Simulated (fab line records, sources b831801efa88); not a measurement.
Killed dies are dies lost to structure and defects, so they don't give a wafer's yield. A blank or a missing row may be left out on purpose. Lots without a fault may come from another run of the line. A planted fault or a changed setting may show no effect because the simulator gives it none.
fab line records | flow sky130
record lots=6 wafers=16 last_day=50
route steps=708 shown GATE_OXIDE@201 POLY_GATE@204 RES_PROTECT@206 PAD_OPEN@708
lots that met no fault: from a run of the same line without faults
start_h: hours from the record's first day to the start of the lot's first wafer shown | wait_h: hours since the lot's step before | " the same as in the row above | L1.1+2: a row that stands for several wafers | - no value, or no start given | * or withheld: withheld | < > ~ a bound
route shown NAME@n: a module of which the file shows steps, and the number in the route of the first | usual: mean/standard deviation of fault-free wafers | same: alike in all rows | chamber/n: place in a boat | sites: the reading at each site | _std_site: their standard deviation | _edge_site: outer sites' mean less inner sites' | radius_mm: how far each site lies from the wafer's centre | mask NAME#n: copy n | behind: the tool/chamber that last shaped the wafer | hold: why the lot was held/for how many hours/how that ended | device: the transistor (n, p or np) that didn't switch | end of line: the same wafers' tests at the end of the route | a step without rows: its recipe alone | killed: dies lost to structure and defects at the first sort, not the wafer's yield | map: a wafer's dies, x killed, . not, _ none there
set.NAME: the setting as run; set.NAME@STEP: as run at that earlier step | model.NAME: the simulator's own value behind a step, which no gauge read
lots at some steps of the route; a table a step, a row a wafer
services: from which hour (start_h, from the record's first day; less than 0 if before it) a tool's chamber was out of use, for how many hours, and why
## steps
# step SKY_GATE_OXIDE_TW_MEAS_14
# usual GATE_OXIDE_TW=224.5/1.2
# columns lot.wafer tool chamber start_h wait_h GATE_OXIDE_TW
L630.1 film_metro-02 - 311.19 0.1 222.6
L630.2 " - " " 223.7
L630.3 " - " " 224.2
L638.2 film_metro-03 - 384.62 0.1 224.9
L638.3 " - " " 224.8
L639.1 film_metro-02 - 391.11 0.1 221.8
L639.2 " - " " 224.4
L650.1 film_metro-02 - 486.30 0.1 224.1
L650.2 " - " " 224.4
L650.6 " - " " 225.1
L651.1 film_metro-03 - 491.62 0.1 224.4
L651.3 " - " " 225.2
L651.5 " - " " 225.7
L652.2 film_metro-01 - 497.84 0.1 224.2
L652.4 " - " " 223.4
L652.5 " - " " 224.7
# step SKY_GATE_OXIDE_CLEAN_15
# recipe chemistry=SC1/SC2 mix=1:4:20 temp_c=70 time_s=150 dry=n2_spin
# step SKY_GATE_OXIDE_OXIDATION_16
# recipe temp_c=800 ambient=O2 idle_temp_c=700 ramp_up_c_per_min=10 ramp_down_c_per_min=3 stabilise_s=600 purge_s=300 target_thk_a=35.7 ox_time_s=1915
# step SKY_POLY_GATE_CVD_00
# recipe material=poly-Si target_thk_nm=180 temp_c=620 time_s=720 pressure_mtorr=200
# step SKY_POLY_GATE_THK_MEAS_01
# recipe reads=poly-Si_of_POLY_GATE_CVD_00
# usual POLY_GATE_CVD_00_THK=179.4/1.6
# columns lot.wafer tool chamber start_h wait_h POLY_GATE_CVD_00_THK[nm]
L630.1 film_metro-02 - 314.67 0.0 177.8
L630.2 " - " " 179.7
L630.3 " - " " 179.2
L638.2 film_metro-04 - 388.42 0.0 180.3
L638.3 " - " " 179.0
L639.1 film_metro-04 - 395.50 0.0 177.1
L639.2 " - " " 177.2
L650.1 film_metro-04 - 490.51 0.0 179.7
L650.2 " - " " 179.6
L650.6 " - " " 179.6
L651.1 film_metro-04 - 494.46 0.0 179.4
L651.3 " - " " 179.1
L651.5 " - " " 180.4
L652.2 film_metro-02 - 500.68 0.0 179.8
L652.4 " - " " 179.9
L652.5 " - " " 180.9
# step SKY_RES_PROTECT_DEHYDRATE_00
# recipe temp_c=200 time_s=60
# step SKY_RES_PROTECT_HMDS_01
# recipe prime_time_s=60 prime_temp_c=120
# step SKY_RES_PROTECT_COAT_02
# recipe resist=NOVOLAK spin_rpm=3000 resist_thk_nm=1140
# step SKY_RES_PROTECT_SOFTBAKE_03
# recipe temp_c=90 time_s=60 resist=NOVOLAK
# step SKY_RES_PROTECT_EXPOSE_04
# recipe mask_id=RPM na=0.6 source_shape=conventional sigma_outer=0.6 polarization=unpolarized target_cd_nm=1270 dose_mj=131
# step SKY_RES_PROTECT_PEB_05
# recipe temp_c=withheld time_s=* resist=NOVOLAK
# step SKY_RES_PROTECT_DEVELOP_06
# recipe resist=NOVOLAK developer=TMAH develop_time_s=60 dev_temp_c=23
# step SKY_POLY_GATE_IMPLANT_02
# recipe species=P energy_kev=30 dose_cm2=7.7e+15 tilt_deg=0
# usual beam_on_s=34/3.1 dose_ions_cm2=7.7e+15/8e+12 end_station_pressure_torr=1.12e-05/1e-06 faraday_current_uA=12521/1100
# columns lot.wafer tool chamber start_h wait_h beam_on_s dose_ions_cm2 end_station_pressure_torr faraday_current_uA
L630.1 implanter-01 0 341.37 0.1 31 7.703e+15 1.28e-05 13797
L630.2 " 0 " " 31 7.71e+15 1.18e-05 13793
L630.3 " 0 " " 30 7.697e+15 1.27e-05 14126
L638.2 implanter-04 0 416.96 0.1 39 7.704e+15 9.9e-06 10969
L638.3 " 0 " " 55 7.702e+15 9.4e-06 7752
L639.1 implanter-04 0 424.53 0.1 55 7.71e+15 8.3e-06 7819
L639.2 " 0 " " 38 7.704e+15 9.9e-06 11246
L650.1 implanter-04 0 520.78 0.1 39 7.7e+15 1.02e-05 10991
L650.2 " 0 " " 38 7.695e+15 1.07e-05 11272
L650.6 " 0 " " 38 7.69e+15 1.01e-05 11109
L651.1 implanter-03 0 524.32 0.1 34 7.7e+15 1.13e-05 12559
L651.3 " 0 " " 34 7.708e+15 1.08e-05 12426
L651.5 " 0 " " 35 7.698e+15 1.15e-05 12224
L652.2 implanter-01 0 530.99 0.1 31 7.698e+15 1.21e-05 13460
L652.4 " 0 " " 30 7.702e+15 1.19e-05 13939
L652.5 " 0 " " 30 7.696e+15 1.24e-05 14001
# step SKY_RES_PROTECT_STRIP_07
# recipe chemistry=O2/N2 power_w=1400 pressure_mtorr=1500 platen_temp_c=withheld o2_flow_sccm=3000 n2_flow_sccm=300 overash_fraction=0.5
# usual drypump_motor_current_A=5.8/0.57 o2_flow_sccm=3001/9.7 oes_product_au=0.518/0.0049 strip_time_to_endpoint_s=23.29/0.044
# columns lot.wafer tool chamber start_h wait_h drypump_motor_current_A o2_flow_sccm oes_product_au rf_hours_counter_h strip_time_to_endpoint_s
L630.1 plasma_asher-01 1 341.52 0.1 5.4 3008 0.510 22 23.32
L630.2 " 0 " " 6.6 2996 0.520 22 23.32
L630.3 " 0 " " 6.6 2991 0.512 - 23.34
L638.2 plasma_asher-03 0 417.08 0.1 6.4 2996 0.521 59 23.28
L638.3 " 1 " " 5.3 2994 0.488 - 24.81
L639.1 plasma_asher-03 1 424.68 0.1 5.3 3007 0.507 60 24.77
L639.2 " 0 " " 6.5 2995 0.527 60 23.24
L650.1 plasma_asher-03 1 520.93 0.1 5.3 2997 0.519 70 23.25
L650.2 " 0 " " 6.5 3010 0.522 70 23.29
L650.6 " 1 " " 5.3 3006 0.522 - 23.26
L651.1 plasma_asher-04 1 524.47 0.1 5.3 3001 0.520 84 23.30
L651.3 " 0 " " 5.3 2993 0.518 - 23.29
L651.5 " 0 " " 5.3 2994 0.520 - 23.33
L652.2 plasma_asher-03 1 531.12 0.1 5.3 3005 0.511 71 23.32
L652.4 " 0 " " 6.4 3000 0.520 - 23.29
L652.5 " 1 " " 5.4 3005 0.519 - 23.30
# step SKY_RES_PROTECT_TW_MEAS_08
# usual POLY_GATE_TW=4039/36
# columns lot.wafer tool chamber start_h wait_h POLY_GATE_TW
L630.1 film_metro-01 - 341.62 0.1 4071
L630.2 " - " " 4051
L630.3 " - " " 4076
L638.2 film_metro-03 - 417.19 0.1 4095
L638.3 " - " " 4176
L639.1 film_metro-03 - 424.78 0.1 4188
L639.2 " - " " 4109
L650.1 film_metro-04 - 521.03 0.1 4006
L650.2 " - " " 4015
L650.6 " - " " 4046
L651.1 film_metro-03 - 524.57 0.1 4044
L651.3 " - " " 4046
L651.5 " - " " 4080
L652.2 film_metro-01 - 531.23 0.1 4018
L652.4 " - " " 4033
L652.5 " - " " 4027
# step SKY_RES_PROTECT_CLEAN_09
# recipe chemistry=SC1/SC2 mix=1:4:20 temp_c=70 time_s=150 dry=n2_spin
# step SKY_PAD_OPEN_PROBE_99
# usual killed_at_M0_to_M3=42/6.1 killed_at_M4_up=3.4/2 killed_at_contacts=23/4.8 killed_at_front_end=15/3.8 killed_at_other=0.3/0.48 killed_dies=84/8.5 killed_open=46/6.8 killed_short=38/6.2
# same gross_dies=492 killed_at_back_side=0
# columns lot.wafer tool chamber start_h wait_h killed_at_M0_to_M3 killed_at_M4_up killed_at_contacts killed_at_front_end killed_at_other killed_dies killed_open killed_short model.etest.res_poly.line_ohm_um model.etest.licon_poly.rc_ohm model.etest.res_poly.rs_ohm_sq
L630.1 prober-02 - 1083.64 0.1 52 5 17 19 0 93 50 42 524.5 158.9 48.99
L630.2 prober-02 - 1083.69 0.1 53 3 15 15 0 86 42 44 520 157.1 48.01
L630.3 prober-02 - 1083.74 0.2 46 2 31 16 0 95 55 39 529.1 156.1 47.53
L638.2 prober-02 - 1133.66 0.1 47 5 21 12 0 85 53 32 523.5 152.7 48.75
L638.3 prober-02 - 1133.71 0.2 43 1 19 12 0 75 46 29 422 115.7 40.48
L639.1 prober-01 - 1140.59 0.1 42 8 19 15 0 84 42 42 411.8 115.6 40.24
L639.2 prober-01 - 1140.64 0.1 44 2 27 19 1 93 60 33 517.1 153.7 49.84
L650.1 prober-01 - 1192.17 0.1 39 4 16 11 0 70 40 30 514.3 155.2 49.14
L650.2 prober-01 - 1192.22 0.1 41 1 25 16 0 83 35 48 536.4 154 48.84
L650.6 prober-01 - 1192.42 0.2 47 4 25 20 1 97 53 43 539.4 147.1 48.44
L651.1 prober-02 - 1194.33 0.1 41 8 21 13 0 83 45 38 514.3 155.2 49.05
L651.3 prober-02 - 1194.43 0.2 54 6 19 11 0 90 44 46 504 153.6 48.46
L651.5 prober-02 - 1194.53 0.2 44 3 14 17 0 78 40 38 483.2 158.2 48.25
L652.2 prober-01 - 1198.08 0.1 41 1 20 21 0 83 45 38 507.6 152.2 47.36
L652.4 prober-01 - 1198.18 0.2 45 2 25 15 1 88 43 44 528.1 151.9 48.63
L652.5 prober-01 - 1198.23 0.2 39 2 25 19 0 85 42 42 500.6 151.7 48.41
# killed by level:class
L630.1 VIA1:geometric_particle:short=11 VIA1:geometric_particle:open=8 VIA2:geometric_particle:open=8 FIELD_ISO:geometric_particle:open=7 CONTACT:geometric_particle:open=7 METAL2:geometric_particle:short=6 VIA3:geometric_particle:open=6 LI_CONTACT:geometric_particle:open=5
L630.2 VIA3:geometric_particle:open=9 VIA1:geometric_particle:open=9 VIA2:geometric_particle:open=7 CONTACT:geometric_particle:open=6 METAL2:geometric_particle:short=6 METAL1:geometric_particle:short=5 VIA3:geometric_particle:short=5 FIELD_ISO:geometric_particle:short=4
L630.3 CONTACT:geometric_particle:open=15 VIA1:geometric_particle:open=11 VIA3:geometric_particle:open=8 VIA2:geometric_particle:open=7 FIELD_ISO:geometric_particle:short=6 LI_CONTACT:geometric_particle:short=5 LI_CONTACT:geometric_particle:open=4 LOCAL_INTERCONNECT:geometric_particle:short=4
L638.2 VIA1:geometric_particle:open=12 VIA2:geometric_particle:open=8 CONTACT:geometric_particle:open=7 VIA3:geometric_particle:open=7 LI_CONTACT:geometric_particle:open=6 METAL4:geometric_particle:short=5 METAL1:geometric_particle:short=4 POLY_GATE:geometric_particle:short=3
L638.3 VIA1:geometric_particle:open=10 LI_CONTACT:geometric_particle:open=9 CONTACT:geometric_particle:open=6 VIA2:geometric_particle:open=6 VIA3:geometric_particle:open=5 FIELD_ISO:geometric_particle:short=4 METAL1:geometric_particle:short=4 VIA3:geometric_particle:short=4
L639.1 LI_CONTACT:geometric_particle:open=9 VIA1:geometric_particle:open=6 METAL4:geometric_particle:short=6 CONTACT:geometric_particle:open=6 METAL1:geometric_particle:short=6 VIA2:geometric_particle:short=6 VIA2:geometric_particle:open=6 FIELD_ISO:geometric_particle:short=5
L639.2 CONTACT:geometric_particle:open=12 VIA3:geometric_particle:open=10 VIA2:geometric_particle:open=10 LI_CONTACT:geometric_particle:open=9 FIELD_ISO:geometric_particle:open=7 VIA1:geometric_particle:open=6 FIELD_ISO:geometric_particle:short=4 CONTACT:geometric_particle:short=4
L650.1 VIA1:geometric_particle:open=12 CONTACT:geometric_particle:open=7 VIA2:geometric_particle:short=6 FIELD_ISO:geometric_particle:open=5 METAL2:geometric_particle:short=4 METAL1:geometric_particle:short=4 FIELD_ISO:geometric_particle:short=3 LI_CONTACT:geometric_particle:open=3
L650.2 VIA1:geometric_particle:short=8 LI_CONTACT:geometric_particle:open=7 CONTACT:geometric_particle:open=7 METAL2:geometric_particle:short=7 LOCAL_INTERCONNECT:geometric_particle:short=6 FIELD_ISO:geometric_particle:short=5 METAL1:geometric_particle:short=5 VIA2:geometric_particle:open=5
L650.6 VIA1:geometric_particle:open=15 VIA2:geometric_particle:open=10 CONTACT:geometric_particle:open=7 FIELD_ISO:geometric_particle:open=6 CONTACT:geometric_particle:short=6 LOCAL_INTERCONNECT:geometric_particle:short=6 POLY_GATE:geometric_particle:short=5 LI_CONTACT:geometric_particle:short=4
L651.1 VIA1:geometric_particle:open=9 VIA3:geometric_particle:open=7 LI_CONTACT:geometric_particle:open=6 CONTACT:geometric_particle:short=6 CONTACT:geometric_particle:open=6 VIA2:geometric_particle:open=6 FIELD_ISO:geometric_particle:short=5 POLY_GATE:geometric_particle:short=5
L651.3 VIA3:geometric_particle:open=13 METAL1:geometric_particle:short=8 METAL2:geometric_particle:short=8 VIA1:geometric_particle:open=7 VIA2:geometric_particle:open=7 VIA1:geometric_particle:short=6 CONTACT:geometric_particle:open=5 LOCAL_INTERCONNECT:geometric_particle:short=5
L651.5 VIA1:geometric_particle:open=10 VIA2:geometric_particle:open=8 VIA3:geometric_particle:open=6 CONTACT:geometric_particle:open=6 METAL1:geometric_particle:short=5 METAL2:geometric_particle:short=5 FIELD_ISO:geometric_particle:short=4 POLY_GATE:geometric_particle:open=4
L652.2 VIA1:geometric_particle:open=9 FIELD_ISO:geometric_particle:short=8 METAL2:geometric_particle:short=7 VIA2:geometric_particle:open=7 FIELD_ISO:geometric_particle:open=6 CONTACT:geometric_particle:open=6 LI_CONTACT:geometric_particle:open=5 VIA3:geometric_particle:open=5
L652.4 VIA3:geometric_particle:open=9 CONTACT:geometric_particle:open=8 LOCAL_INTERCONNECT:geometric_particle:short=7 VIA1:geometric_particle:open=6 VIA2:geometric_particle:short=6 VIA2:geometric_particle:open=6 LI_CONTACT:geometric_particle:open=5 FIELD_ISO:geometric_particle:open=4
L652.5 CONTACT:geometric_particle:open=10 METAL1:geometric_particle:short=9 VIA3:geometric_particle:open=7 CONTACT:geometric_particle:short=6 VIA2:geometric_particle:open=6 VIA1:geometric_particle:open=6 LI_CONTACT:geometric_particle:open=5 FIELD_ISO:geometric_particle:short=4
## services
# columns tool chamber start_h hours kind
implanter-04 - 353.48 3.6 repair
plasma_asher-01 - 356.30 3.4 repair
plasma_asher-03 - 376.58 2.9 repair
implanter-01 - 398.97 0.6 repair
implanter-03 - 413.98 3.0 pm
implanter-04 - 420.58 0.7 repair
implanter-01 - 425.94 10.6 pm
implanter-01 - 441.80 3.7 pm
implanter-01 - 445.46 7.7 repair
implanter-04 - 452.00 3.9 pm
## key
first_sign step=SKY_POLY_GATE_IMPLANT_02 reading=beam_on_s direction=up sigmas=6.7 usual=34 struck=55
effect step=SKY_POLY_GATE_IMPLANT_02 reading=faraday_current_uA direction=down sigmas=4.4 usual=12521 struck=7786
effect step=SKY_RES_PROTECT_STRIP_07 reading=strip_time_to_endpoint_s direction=up sigmas=34 usual=* struck=*
effect step=SKY_RES_PROTECT_TW_MEAS_08 reading=POLY_GATE_TW direction=up sigmas=4 usual=4039 struck=4182
model_effect step=SKY_PAD_OPEN_PROBE_99 value=etest.res_poly.line_ohm_um without=508.5 struck=416.9
met_at SKY_POLY_GATE_IMPLANT_02
struck_wafers L638.3,L639.1
tester_left_out L638,L639
fault kind=process_parameter_drift tool=implanter-04 chamber=- onset_h=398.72 steps=SKY_POLY_GATE_IMPLANT_02 channel=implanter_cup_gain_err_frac offset=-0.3 shape=step end_h=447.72 scope=struck_wafers_only
# tester_left_out: of these lots the tester's yield and bins aren't shown, on N5 and GAA mostly nor the transistor test; their killed dies are dies lost to structure and defects alone, not to doping, threshold or leakage, so they don't give the yield
